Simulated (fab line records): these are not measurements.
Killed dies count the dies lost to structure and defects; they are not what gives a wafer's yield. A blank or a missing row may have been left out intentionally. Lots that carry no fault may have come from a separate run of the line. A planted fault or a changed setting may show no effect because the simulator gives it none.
fab line records | flow sky130
record lots=7 wafers=21 lastDay=50
route steps=708 shown GATE_OXIDE@198 POLY_GATE@204 RES_PROTECT@206 PAD_OPEN@708
lots with no fault: from the same line, run without faults
startH: the number of hours between the record's first day and the start of the first shown wafer of the lot | waitH: hours elapsed since this lot's preceding step | " as in the row above | L1.1+2: one row covering several wafers at once | - no value, or no start given | * or withheld: withheld | < > ~ a bound
route shown NAME@n: NAME is a module with steps in the file, n the number in the route of the first one | usual: mean and standard deviation over wafers with no fault | same: alike in all rows | chamber/n: place in a boat | sites: per-site readings | _std_site: the standard deviation of these | _edge_site: the outer-site mean with the inner-site mean subtracted | radiusMm: for every site, how far away it sits from the centre of the wafer | mask NAME#n: copy n | behind: the most recent tool/chamber to have shaped the wafer | hold: reason for holding the lot/hours on hold/outcome of the hold | device: names the non-switching transistor (n, p or np) | end of line: the same wafers' tests at the end of the route | step lacking rows: just its recipe | killed: at the first sort, the dies lost to defects and structure; wafer yield is something else | map: shows each die of a wafer: x if killed, . if not, _ if none is there
set.NAME: the setting as run; set.NAME@STEP: as run at that earlier step | model.NAME: the simulator's own value behind a step, which no gauge read
lots seen at some steps along the route; tables by step, rows by wafer
services: a tool's chamber out of use, with start hour (startH, from the record's first day; less than 0 if before it), hours out, and reason
## steps
# step SKY_GATE_OXIDE_IMPLANT_11
# recipe species=B energyKev=10 doseCm2=2.6e+12 tiltDeg=withheld
# step SKY_GATE_OXIDE_WET_ETCH_12
# recipe chemistry=dHF targetDepthNm=16.8 dry=n2Spin target=SiO2 dilution=100:1 tempC=25 timeS=336
# step SKY_GATE_OXIDE_STRIP_13
# recipe chemistry=O2/N2 powerW=1400 pressureMtorr=1500 platenTempC=withheld o2FlowSccm=3000 n2FlowSccm=300 overashFraction=0.5
# usual drypumpMotorCurrentA=6.2/0.39 oesProductAu=0.716/0.0047 stripTimeToEndpointS=14.18/0.044
# columns lot.wafer tool chamber startH waitH drypumpMotorCurrentA oesProductAu rfHoursCounterH stripTimeToEndpointS
L328.1 plasmaAsher-02 0 309.93 0.0 6.6 0.711 64 14.12
L328.2 " 1 " " 6.4 0.720 64 14.14
L328.5 " 0 " " 6.6 0.726 - 14.10
L330.1 plasmaAsher-01 1 329.98 0.0 6.6 0.711 50 14.16
L330.5 " 1 " " 6.6 0.717 - 14.17
L330.6 " 0 " " 5.4 0.719 - 14.19
L337.2 plasmaAsher-01 0 401.17 0.0 5.4 0.717 57 14.20
L337.4 " 1 " " 6.6 0.708 - 14.22
L337.6 " 0 " " 5.4 0.708 - 14.16
L346.3 plasmaAsher-03 0 476.14 0.0 5.9 0.714 - 14.27
L346.4 " 1 " " 6.4 0.712 - 14.24
L346.6 " 1 " " 6.4 0.713 - 14.24
L348.2 plasmaAsher-03 1 487.97 0.0 6.4 0.706 6 14.19
L348.4 " 1 " " 6.4 0.719 - 14.17
L348.6 " 1 " " 6.4 0.711 - 14.16
L349.1 plasmaAsher-01 0 492.97 0.0 5.4 0.718 66 14.22
L349.4 " 0 " " 5.4 0.709 - 14.26
L349.5 " 0 " " 5.4 0.715 - 14.22
L350.1 plasmaAsher-01 0 503.44 0.0 5.4 0.715 67 14.22
L350.4 " 0 " " 5.4 0.713 - 14.21
L350.6 " 0 " " 5.4 0.719 - 14.22
# step SKY_GATE_OXIDE_TW_MEAS_14
# usual GATE_OXIDE_TW=223.0/1.1
# columns lot.wafer tool chamber startH waitH GATE_OXIDE_TW
L328.1 filmMetro-02 - 310.03 0.1 223.7
L328.2 " - " " 223.9
L328.5 " - " " 223.5
L330.1 filmMetro-03 - 330.08 0.1 223.6
L330.5 " - " " 224.8
L330.6 " - " " 223.0
L337.2 filmMetro-02 - 401.28 0.1 222.8
L337.4 " - " " 222.8
L337.6 " - " " 223.0
L346.3 filmMetro-03 - 476.22 0.1 223.6
L346.4 " - " " 223.6
L346.6 " - " " 223.8
L348.2 filmMetro-02 - 488.08 0.1 224.1
L348.4 " - " " 222.6
L348.6 " - " " 222.2
L349.1 filmMetro-04 - 493.07 0.1 222.3
L349.4 " - " " 222.6
L349.5 " - " " 222.5
L350.1 filmMetro-02 - 503.54 0.1 222.5
L350.4 " - " " 224.0
L350.6 " - " " 222.8
# step SKY_GATE_OXIDE_CLEAN_15
# recipe chemistry=SC1/SC2 mix=1:4:20 tempC=70 timeS=150 dry=n2Spin
# step SKY_GATE_OXIDE_OXIDATION_16
# recipe tempC=800 ambient=O2 idleTempC=700 rampUpCPerMin=10 rampDownCPerMin=3 stabiliseS=600 purgeS=300 targetThkA=35.7 oxTimeS=1915
# step SKY_POLY_GATE_CVD_00
# recipe material=poly-Si targetThkNm=180 tempC=620 timeS=720 pressureMtorr=200
# step SKY_POLY_GATE_THK_MEAS_01
# recipe reads=poly-Si_of_POLY_GATE_CVD_00
# usual POLY_GATE_CVD_00_THK=180.3/1.7
# columns lot.wafer tool chamber startH waitH POLY_GATE_CVD_00_THK[nm]
L328.1 filmMetro-02 - 314.95 0.0 181.8
L328.2 " - " " 181.7
L328.5 " - " " 181.7
L330.1 filmMetro-01 - 334.28 0.0 178.4
L330.5 " - " " 176.6
L330.6 " - " " 177.5
L337.2 filmMetro-03 - 404.76 0.0 180.1
L337.4 " - " " 180.8
L337.6 " - " " 178.6
L346.3 filmMetro-01 - 479.67 0.0 177.3
L346.4 " - " " 179.2
L346.6 " - " " 178.8
L348.2 filmMetro-03 - 491.69 0.0 178.4
L348.4 " - " " 180.1
L348.6 " - " " 178.6
L349.1 filmMetro-02 - 496.52 0.0 182.3
L349.4 " - " " 180.5
L349.5 " - " " 181.7
L350.1 filmMetro-03 - 506.98 0.0 184.0
L350.4 " - " " 184.5
L350.6 " - " " 182.8
# step SKY_RES_PROTECT_DEHYDRATE_00
# recipe tempC=200 timeS=60
# step SKY_RES_PROTECT_HMDS_01
# recipe primeTimeS=60 primeTempC=120
# step SKY_RES_PROTECT_COAT_02
# recipe resist=NOVOLAK spinRpm=3000 resistThkNm=1140
# step SKY_RES_PROTECT_SOFTBAKE_03
# recipe tempC=90 timeS=60 resist=NOVOLAK
# step SKY_RES_PROTECT_EXPOSE_04
# recipe maskId=RPM na=0.6 sourceShape=conventional sigmaOuter=0.6 polarization=unpolarized targetCdNm=1270 doseMj=131
# usual exposureDoseMJCm2=131.01/0.13 focusOffsetNm=0.1/0.45 reticleTempC=22.98/0.099
# same na=0.6
# columns lot.wafer tool chamber startH waitH mask exposureDoseMJCm2 focusOffsetNm reticleTempC
L328.1 ilineStepper-02 0 328.74 - RPM#0 131.11 -0.4 22.86
L328.2 " 0 " " RPM#0 131.30 -0.8 22.85
L328.5 " 0 " " RPM#0 131.07 -0.3 22.84
L330.1 ilineStepper-01 0 348.61 - RPM#0 130.66 0.0 22.99
L330.5 " 0 " " RPM#0 130.94 -0.1 22.91
L330.6 " 0 " " RPM#0 131.09 -0.1 22.90
L337.2 ilineStepper-01 0 419.63 - RPM#0 130.93 0.0 22.84
L337.4 " 0 " " RPM#0 131.01 1.0 22.95
L337.6 " 0 " " RPM#0 130.96 0.5 22.88
L346.3 ilineStepper-01 0 494.88 - RPM#0 127.31 -0.4 23.12
L346.4 " 0 " " RPM#0 127.17 -0.2 23.04
L346.6 " 0 " " RPM#0 127.08 0.2 23.08
L348.2 ilineStepper-02 0 506.75 - RPM#0 131.03 0.0 22.95
L348.4 " 0 " " RPM#0 130.85 -0.1 22.93
L348.6 " 0 " " RPM#0 131.00 0.3 22.99
L349.1 ilineStepper-01 0 511.59 - RPM#0 127.38 -0.7 22.88
L349.4 " 0 " " RPM#0 127.31 0.2 23.18
L349.5 " 0 " " RPM#0 127.39 -0.4 23.10
L350.1 ilineStepper-01 0 522.16 - RPM#0 127.48 0.5 22.96
L350.4 " 0 " " RPM#0 127.42 0.1 23.06
L350.6 " 0 " " RPM#0 127.46 0.3 23.07
# step SKY_RES_PROTECT_PEB_05
# recipe tempC=withheld timeS=* resist=NOVOLAK
# step SKY_PAD_OPEN_PROBE_99
# usual killed_at_M0_to_M3=42/6.9 killed_at_M4_up=3.2/1.7 killedAtContacts=23/5.5 killedAtFrontEnd=16/4 killedAtOther=0.4/0.55 killedDies=85/9.2 killedOpen=46/6.8 killedShort=38/6.2
# same grossDies=492 killedAtBackSide=0
# columns lot.wafer tool chamber startH waitH killed_at_M0_to_M3 killed_at_M4_up killedAtContacts killedAtFrontEnd killedAtOther killedDies killedOpen killedShort
L328.1 prober-01 - 1071.81 0.1 36 3 24 16 0 79 43 35
L328.2 prober-01 - 1071.86 0.1 48 6 26 14 1 95 54 40
L328.5 prober-01 - 1072.01 0.2 38 6 19 23 1 87 45 42
L330.1 prober-01 - 1090.96 0.1 44 2 24 19 0 89 48 41
L330.5 prober-01 - 1091.16 0.2 53 1 32 13 0 99 54 44
L330.6 prober-01 - 1091.21 0.2 39 6 24 11 0 80 40 40
L337.2 prober-01 - 1142.78 0.1 36 0 25 13 0 74 40 34
L337.4 prober-01 - 1142.88 0.2 30 3 22 14 1 70 39 31
L337.6 prober-01 - 1142.98 0.2 42 2 17 12 1 74 45 29
L346.3 prober-01 - 1187.23 0.2 49 2 20 20 0 91 44 47
L346.4 prober-01 - 1187.28 0.2 50 5 24 17 0 96 57 39
L346.6 prober-01 - 1187.38 0.2 45 4 20 19 0 88 51 37
L348.2 prober-01 - 1190.18 0.1 39 3 20 14 0 76 50 26
L348.4 prober-01 - 1190.28 0.2 34 5 21 12 1 73 39 34
L348.6 prober-01 - 1190.38 0.2 41 4 24 26 0 95 54 41
L349.1 prober-02 - 1191.88 0.1 45 0 18 20 0 83 43 40
L349.4 prober-02 - 1192.03 0.2 49 1 23 15 0 88 50 38
L349.5 prober-02 - 1192.08 0.2 47 2 26 15 0 90 47 43
L350.1 prober-01 - 1200.66 0.1 36 2 20 18 0 76 40 36
L350.4 prober-01 - 1200.81 0.2 33 1 35 19 1 89 51 36
L350.6 prober-01 - 1200.91 0.2 41 1 18 18 1 79 44 35
# killed by level:class
L328.1 VIA1:geometricParticle:open=9 LI_CONTACT:geometricParticle:open=7 CONTACT:geometricParticle:open=7 VIA2:geometricParticle:open=7 VIA1:geometricParticle:short=6 LI_CONTACT:geometricParticle:short=5 POLY_GATE:geometricParticle:short=4 POLY_GATE:geometricParticle:open=4
L328.2 VIA1:geometricParticle:open=12 LI_CONTACT:geometricParticle:open=9 VIA3:geometricParticle:open=8 CONTACT:geometricParticle:open=7 FIELD_ISO:geometricParticle:open=6 LOCAL_INTERCONNECT:geometricParticle:short=6 VIA3:geometricParticle:short=6 METAL2:geometricParticle:short=5
L328.5 VIA1:geometricParticle:open=9 VIA3:geometricParticle:open=9 FIELD_ISO:geometricParticle:short=8 LI_CONTACT:geometricParticle:open=6 POLY_GATE:geometricParticle:short=5 CONTACT:geometricParticle:open=5 METAL2:geometricParticle:short=5 FIELD_ISO:geometricParticle:open=4
L330.1 VIA1:geometricParticle:open=14 METAL2:geometricParticle:short=11 CONTACT:geometricParticle:open=9 FIELD_ISO:geometricParticle:open=6 LI_CONTACT:geometricParticle:open=6 FIELD_ISO:geometricParticle:short=5 POLY_GATE:geometricParticle:open=4 LOCAL_INTERCONNECT:geometricParticle:short=4
L330.5 VIA1:geometricParticle:open=14 CONTACT:geometricParticle:open=11 VIA1:geometricParticle:short=9 LI_CONTACT:geometricParticle:open=7 CONTACT:geometricParticle:short=7 METAL2:geometricParticle:short=7 VIA2:geometricParticle:open=6 LOCAL_INTERCONNECT:geometricParticle:short=5
L330.6 VIA1:geometricParticle:open=12 LI_CONTACT:geometricParticle:open=7 CONTACT:geometricParticle:open=7 METAL1:geometricParticle:short=6 CONTACT:geometricParticle:short=5 LOCAL_INTERCONNECT:geometricParticle:short=4 METAL2:geometricParticle:short=4 VIA2:geometricParticle:short=4
L337.2 VIA1:geometricParticle:open=9 CONTACT:geometricParticle:short=7 CONTACT:geometricParticle:open=7 VIA3:geometricParticle:open=7 FIELD_ISO:geometricParticle:short=5 LI_CONTACT:geometricParticle:short=5 LI_CONTACT:geometricParticle:open=4 METAL2:geometricParticle:short=4
L337.4 CONTACT:geometricParticle:open=10 VIA1:geometricParticle:open=7 VIA3:geometricParticle:open=6 LI_CONTACT:geometricParticle:short=5 VIA2:geometricParticle:open=5 LOCAL_INTERCONNECT:geometricParticle:short=4 METAL1:geometricParticle:short=4 FIELD_ISO:geometricParticle:open=3
L337.6 VIA1:geometricParticle:open=12 VIA3:geometricParticle:open=11 CONTACT:geometricParticle:open=7 FIELD_ISO:geometricParticle:open=5 LI_CONTACT:geometricParticle:short=5 METAL2:geometricParticle:short=5 LI_CONTACT:geometricParticle:open=3 METAL1:geometricParticle:short=3
L346.3 METAL1:geometricParticle:short=10 CONTACT:geometricParticle:open=7 VIA3:geometricParticle:open=7 VIA1:geometricParticle:open=6 VIA1:geometricParticle:short=6 FIELD_ISO:geometricParticle:open=5 LI_CONTACT:geometricParticle:open=5 METAL2:geometricParticle:short=5
L346.4 VIA1:geometricParticle:open=16 FIELD_ISO:geometricParticle:short=6 VIA2:geometricParticle:open=6 VIA3:geometricParticle:open=6 FIELD_ISO:geometricParticle:open=5 LI_CONTACT:geometricParticle:open=5 CONTACT:geometricParticle:open=5 VIA2:geometricParticle:short=5
L346.6 VIA2:geometricParticle:open=9 LI_CONTACT:geometricParticle:open=8 CONTACT:geometricParticle:open=8 METAL2:geometricParticle:short=7 VIA1:geometricParticle:open=6 FIELD_ISO:geometricParticle:open=5 POLY_GATE:geometricParticle:short=5 VIA3:geometricParticle:open=5
L348.2 CONTACT:geometricParticle:open=10 VIA3:geometricParticle:open=10 LI_CONTACT:geometricParticle:open=7 VIA2:geometricParticle:open=7 VIA1:geometricParticle:open=6 METAL1:geometricParticle:short=5 SPACER:geometricParticle:open=4 METAL2:geometricParticle:short=4
L348.4 CONTACT:geometricParticle:open=12 VIA3:geometricParticle:open=7 VIA2:geometricParticle:open=6 METAL2:geometricParticle:short=6 FIELD_ISO:geometricParticle:short=5 VIA2:geometricParticle:short=5 VIA1:geometricParticle:short=4 POLY_GATE:geometricParticle:open=3
L348.6 VIA1:geometricParticle:open=12 CONTACT:geometricParticle:open=9 LI_CONTACT:geometricParticle:open=8 FIELD_ISO:geometricParticle:open=7 POLY_GATE:geometricParticle:open=7 METAL2:geometricParticle:short=7 FIELD_ISO:geometricParticle:short=5 METAL3:geometricParticle:short=4
L349.1 VIA3:geometricParticle:open=11 VIA1:geometricParticle:open=9 CONTACT:geometricParticle:open=7 POLY_GATE:geometricParticle:short=7 VIA1:geometricParticle:short=6 FIELD_ISO:geometricParticle:short=5 LI_CONTACT:geometricParticle:open=5 CONTACT:geometricParticle:short=4
L349.4 VIA1:geometricParticle:open=12 VIA3:geometricParticle:open=8 CONTACT:geometricParticle:open=7 METAL2:geometricParticle:short=7 VIA2:geometricParticle:open=7 CONTACT:geometricParticle:short=6 LI_CONTACT:geometricParticle:open=4 FIELD_ISO:geometricParticle:open=3
L349.5 VIA1:geometricParticle:open=14 CONTACT:geometricParticle:open=10 VIA1:geometricParticle:short=8 VIA3:geometricParticle:open=7 CONTACT:geometricParticle:short=6 FIELD_ISO:geometricParticle:short=5 LOCAL_INTERCONNECT:geometricParticle:short=4 METAL1:geometricParticle:short=4
L350.1 VIA1:geometricParticle:open=12 CONTACT:geometricParticle:open=8 FIELD_ISO:geometricParticle:open=6 FIELD_ISO:geometricParticle:short=6 LOCAL_INTERCONNECT:geometricParticle:short=5 METAL1:geometricParticle:short=4 POLY_GATE:geometricParticle:short=4 VIA3:geometricParticle:open=4
L350.4 LI_CONTACT:geometricParticle:open=11 CONTACT:geometricParticle:open=11 LOCAL_INTERCONNECT:geometricParticle:short=8 FIELD_ISO:geometricParticle:open=6 VIA3:geometricParticle:open=6 VIA1:geometricParticle:short=6 VIA2:geometricParticle:open=5 VIA1:geometricParticle:open=5
L350.6 CONTACT:geometricParticle:open=9 METAL1:geometricParticle:short=6 VIA1:geometricParticle:open=6 VIA2:geometricParticle:open=6 VIA3:geometricParticle:open=6 POLY_GATE:geometricParticle:open=5 METAL2:geometricParticle:short=5 FIELD_ISO:geometricParticle:short=4
## services
# columns tool chamber startH hours kind
ilineStepper-01 - 303.02 2.4 repair
ilineStepper-02 0 322.09 - calibration
plasmaAsher-03 - 324.09 1.9 repair
plasmaAsher-02 - 335.44 14.6 pm
ilineStepper-02 - 347.46 1.7 pm
plasmaAsher-01 - 361.38 2.8 pm
ilineStepper-01 0 362.42 - calibration
ilineStepper-01 - 366.98 4.4 pm
ilineStepper-02 - 375.46 3.0 repair
ilineStepper-02 - 392.93 2.1 pm
ilineStepper-02 - 395.01 - consumableReplace:lamp
plasmaAsher-03 - 421.25 9.0 pm
plasmaAsher-03 0 421.25 9.0 ventCycle
plasmaAsher-03 1 421.25 9.0 ventCycle
plasmaAsher-03 0 430.25 - clean
plasmaAsher-03 1 430.25 - clean
plasmaAsher-02 - 458.54 0.5 repair
plasmaAsher-02 - 477.86 2.8 pm
ilineStepper-01 - 488.15 1.7 pm
plasmaAsher-03 - 495.84 2.8 pm
## key
firstSign step=SKY_RES_PROTECT_EXPOSE_04 reading=exposureDoseMJCm2 direction=down sigmas=28 usual=* struck=*
effect none on later readings
metAt SKY_RES_PROTECT_EXPOSE_04
struckWafers L346.3,L346.4,L346.6,L349.1,L349.4,L349.5,L350.1,L350.4,L350.6
testerLeftOut L346,L349,L350
onsetBetween 419.63 494.88
fault kind=processParameterDrift tool=ilineStepper-01 chamber=- onsetH=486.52 steps=SKY_RES_PROTECT_EXPOSE_04 channel=doseMj offset=-3.7395 shape=step actsIn=theseRecipesOnly stated=131
# testerLeftOut: of these lots the tester's yield and bins aren't shown, on N5 and GAA mostly nor the transistor test; their killed dies are dies lost to structure and defects alone, not to doping, threshold or leakage, so they don't give the yield
